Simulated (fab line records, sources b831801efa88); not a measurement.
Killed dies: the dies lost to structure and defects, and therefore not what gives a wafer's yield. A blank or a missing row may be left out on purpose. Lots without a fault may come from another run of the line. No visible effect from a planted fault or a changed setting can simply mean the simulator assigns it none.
Chamber matching / flow sky130 / 3 sister chambers for SKY_CAPM_CVD_00 on pecvd-03
The step deposits SiO2, target thk 15.5 nm. 3 wafers are shown with their chamber, then 8 later ones without.

== EACH WAFER AND ITS CHAMBER ==
wafer=L081.1; chamber=1; heater power w (W)=669
wafer=L083.5; chamber=0; heater power w (W)=766
wafer=L088.1; chamber=2; heater power w (W)=706

== WAFERS MISSING THEIR CHAMBER ==
wafer=L088.5; heater power w (W)=695
wafer=L088.6; heater power w (W)=608
wafer=L092.4; heater power w (W)=677
wafer=L092.5; heater power w (W)=747
wafer=L092.6; heater power w (W)=739
wafer=L095.3; heater power w (W)=756
wafer=L095.4; heater power w (W)=693
wafer=L095.6; heater power w (W)=752

== WHICH CHAMBER EACH ONE RAN IN ==
wafer=L088.5; from the rows above=can't be placed: 2 or 1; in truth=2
wafer=L088.6; from the rows above=can't be placed: 1 or 2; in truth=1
wafer=L092.4; from the rows above=can't be placed: 1 or 2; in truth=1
wafer=L092.5; from the rows above=can't be placed: 0 or 2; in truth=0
wafer=L092.6; from the rows above=can't be placed: 0 or 2 or 1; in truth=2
wafer=L095.3; from the rows above=can't be placed: 0 or 2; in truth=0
wafer=L095.4; from the rows above=can't be placed: 2 or 1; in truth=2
wafer=L095.6; from the rows above=can't be placed: 0 or 2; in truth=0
0 of 8 placed correctly. Cannot be placed on the basis of these rows: 8; the candidates contain the true chamber in 8. Placed wrongly: 0.
How it was worked out, from the rows above alone: a wafer's distance from a chamber is the root of the sum, over the readings, of the square of ((its reading less the chamber's mean) divided by the reading's scatter). If the next closest chamber is less than 2 further off than the closest, the wafer can't be placed; otherwise it belongs to the closest. A chamber's mean is the mean of its shown wafers. The scatter (one wafer shown for each chamber): square how far every hidden wafer sits from the nearest shown wafer, average those squares and take the square root.
